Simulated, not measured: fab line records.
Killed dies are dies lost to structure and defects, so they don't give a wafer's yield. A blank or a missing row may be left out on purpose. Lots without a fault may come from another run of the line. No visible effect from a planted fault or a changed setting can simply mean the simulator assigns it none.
Problem report in the 8D (eight disciplines) form, filled by code ; flow sky130 ; the parts of the form that need people (team, actions taken, sign-off) are left out

== 1. WHAT WENT WRONG ==
At SKY_METAL4_METAL_ETCH_18, chamber_pressure_mTorr averages 12.003 mTorr over 6 wafers from 2 lots, while fault-free wafers read 10.000 mTorr, standard deviation 0.0088. So: +99 or more standard deviations from the usual mean.
The step: etches the open film in Cl2/BCl3, stops on SiO2, target depth 845 nm, time 183.1 s.
Seen first at day 45 14:49 on rie_metal-04, wafer L862.1. The record has a number at this step for 18 wafers belonging to 6 lots. Rule for "out" (also "out of limits"): further than 4 standard deviations from the usual mean. All remaining wafers that have a number are taken as sound.

== 2. WHAT IT IS; WHAT IT IS NOT ==
question;is;is not
which readings at this step;chamber_pressure_mTorr;drypump_motor_current_A, throttle_valve_pct
which lots;L862, L863;L852, L854, L856, L872
which wafers of those lots;all that have a number;-
read on which tools;rie_metal-04;rie_metal-02, rie_metal-03
when;from day 45 14:49;"up to then (9 sound wafers); but 3 sound wafers of L872 came after"

== 3. WHAT RULES OUT EACH SUSPECT ==
Counting: a tool at a process step up to the reading stays a suspect if it ran every lot that is out and no sound lot after the first of them.
- rie_metal-04 at SKY_METAL4_METAL_ETCH_18 (etches the open film in Cl2/BCl3, stops on SiO2, target depth 845 nm, time 183.1 s): kept. It processed each lot that is out, first L862 at day 45 14:49, and no sound lot thereafter; up to then, the last sound lot it processed was L856 at day 44 07:41. On those wafers its own readings are out: chamber_pressure_mTorr.
Remaining after the count: rie_metal-04 at SKY_METAL4_METAL_ETCH_18.

== 4. THE CAUSE (what the simulator had put in) ==
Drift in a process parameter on rie_metal-04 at SKY_METAL4_METAL_ETCH_18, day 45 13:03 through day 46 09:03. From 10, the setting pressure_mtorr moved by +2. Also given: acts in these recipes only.
Counting left only this tool.

== 5. THE EFFECT CHAIN, in route order ==
One row per reading whose mean, taken over the struck wafers that have a number, lies over 3 standard deviations from the usual. Readings are gone through only where the record gives a usual standard deviation; hours: the median, over the lots, of the time from a lot's start at the first step in this table giving one to that lot's start at this step; sigmas: the change measured in usual standard deviations.
hours;step;reading;usual;on struck wafers;change;sigmas
0;SKY_METAL4_METAL_ETCH_18;chamber_pressure_mTorr;10.000 mTorr;12.003;+2.003;+99 or more
Process steps it contains:
- SKY_METAL4_METAL_ETCH_18: etches the open film in Cl2/BCl3, stops on SiO2, target depth 845 nm, time 183.1 s.

== 6. HOW IT WOULD HAVE BEEN CAUGHT EARLIER ==
2 hours passed between the start of the fault at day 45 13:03 and the first reading out of limits in this record, taken at day 45 14:49.
